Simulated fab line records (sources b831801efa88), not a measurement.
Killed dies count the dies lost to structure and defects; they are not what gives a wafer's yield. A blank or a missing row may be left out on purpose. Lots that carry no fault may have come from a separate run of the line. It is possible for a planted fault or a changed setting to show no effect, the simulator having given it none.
A lot that was struck, set against a sound lot / flow sfq line / 18 steps out of a route of 325
Sound: wafers L464.2, L464.4, L464.5. Struck: wafers L472.2, L472.5 (left out: L472.4, a lot-mate that was not struck); the cause follows at the end.
Per side, at each step with rows, come the tool, then ch with its chambers, and then its first start. Under that, the readings that differ: sound wafers / struck wafers / difference of the means / sigmas: that difference in standard deviations of wafers without a fault.
alike: same words and numbers on both sides, and readings whose means sit less than 2 such deviations apart. not compared: any withheld reading, any reading some wafer has no value for, any bound like >300 that may hide the same value, and any number with overlapping values for which the record gives no deviation.
A row with sigmas, a row that says differs or no value, or rows on one side alone: a step with any of these is where the two part. Numbers that have no deviation but don't overlap get no sigmas and don't part them. Lack of a reading on every wafer of one side parts them only where that side has two or more wafers.

first, 3 steps without rows for these wafers: SFQ_TRILAYER_L0_LITHO_EXPOSE_006 (exposes mask L0, target cd 2000 nm); SFQ_TRILAYER_L0_LITHO_PEB_008 (peb time 60 s); SFQ_TRILAYER_L0_LITHO_DEVELOP_007 (time 60 s).
SFQ_TRILAYER_L0_BARC_OPEN_METAL_ETCH_010: etches BARC in O2, target depth 125 nm, time 41.7 s.
  sound on rie metal-02 ch 0, day 2 15:02; struck on rie metal-04 ch 0,1, day 4 14:49
  alike: drypump motor current A, oes product au
  not compared: rf hours counter h
SFQ_TRILAYER_L0_ETCH_METAL_ETCH_008: etches MoNx KI in SF6/O2, stops on SiO2, target depth 50 nm, time 25 s.
  sound on rie metal-02 ch 0, day 2 15:06; struck on rie metal-04 ch 0,1, day 4 14:52
  alike: drypump motor current A, oes product au
  not compared: rf hours counter h
SFQ_TRILAYER_L0_STRIP_STRIP_009: strips in O2.
  sound on rie metal-02 ch 0, day 2 15:09; struck on rie metal-04 ch 0,1, day 4 14:55
  alike: drypump motor current A, oes product au, platen temp c
  not compared: rf hours counter h
then, 1 step without rows for these wafers: SFQ_TRILAYER_L0_STRIP_SOLV_CLEAN_010 (cleans in NMP, time 600 s).
SFQ_TRILAYER_L0_CAP_PECVD_011: deposits SiO2 from SiH4/N2O, time 13.333 s, target thk 60 nm.
  sound on pecvd-02 ch 0,1, day 2 15:55; struck on pecvd-02 ch 1,2, day 4 15:41
  alike: heater power w, showerhead vpp V, throttle valve pct
then, 4 steps without rows for these wafers: SFQ_TRILAYER_L0_VIA_LITHO_COAT_018 (resist thk 62 nm); SFQ_TRILAYER_L0_VIA_LITHO_COAT_013 (resist thk 650 nm); SFQ_TRILAYER_L0_VIA_LITHO_SOFTBAKE_017; SFQ_TRILAYER_L0_VIA_LITHO_EXPOSE_014 (exposes mask L0V, target cd 700 nm).
SFQ_TRILAYER_L0_VIA_LITHO_PEB_016: peb time 60 s.
  sound on litho track-02 ch 0, day 3 21:11; struck on litho track-02 ch 0, day 5 15:44
reading=plate temp C (C); sound=115.13 115.15 115.25; struck=114.81 115.00; difference=-0.27; sigmas=-2
then, 1 step without rows for these wafers: SFQ_TRILAYER_L0_VIA_LITHO_DEVELOP_015 (time 60 s).
SFQ_L0V_OVL_MEAS_903:
  struck on overlay-02, day 5 16:01; sound on overlay-01, day 3 21:28
reading=L0V_OVL (nm); sound=1 -4 0; struck=6 11; difference=+10; sigmas=+2
SFQ_TRILAYER_L0_VIA_BARC_OPEN_VIA_ETCH_021: etches BARC in O2, target depth 125 nm, time 41.7 s.
  sound on rie diel-03 ch 1,2, day 3 21:30; struck on rie diel-03 ch 1,2, day 5 16:03
reading=model.L0V.cd nm (nm); sound=700.6 699.3 699.4; struck=707.1 707.6; difference=+7.6; sigmas=
  alike: drypump motor current A, oes product au
  not compared: rf hours counter h
SFQ_TRILAYER_L0_VIA_ETCH_VIA_ETCH_016: etches SiO2 in CHF3, stops on MoNx KI, target depth 80 nm.
  sound on rie diel-03 ch 1,2, day 3 21:32; struck on rie diel-03 ch 1,2, day 5 16:05
reading=model.L0V.cd nm (nm); sound=700 699.2 699.2; struck=706.7 707.4; difference=+7.6; sigmas=
  alike: drypump motor current A, oes product au
SFQ_TRILAYER_L0_VIA_STRIP_STRIP_017: strips in O2.
  sound on rie metal-02 ch 0,1, day 3 21:35; struck on rie metal-01 ch 0,1, day 5 16:08
  alike: drypump motor current A, oes product au, platen temp c
  not compared: rf hours counter h

== WHERE THEY PART ==
Last at SFQ_L0V_OVL_MEAS_903 as far as this record goes, first at SFQ_TRILAYER_L0_VIA_LITHO_PEB_016. Later steps at which nothing parts them and some readings are alike: SFQ_TRILAYER_L0_VIA_BARC_OPEN_VIA_ETCH_021, SFQ_TRILAYER_L0_VIA_ETCH_VIA_ETCH_016, SFQ_TRILAYER_L0_VIA_STRIP_STRIP_017.

WHY: what the simulator had put in
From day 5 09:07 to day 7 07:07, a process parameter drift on litho track-02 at SFQ_TRILAYER_L0_VIA_LITHO_PEB_016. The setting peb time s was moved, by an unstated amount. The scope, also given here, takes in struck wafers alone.
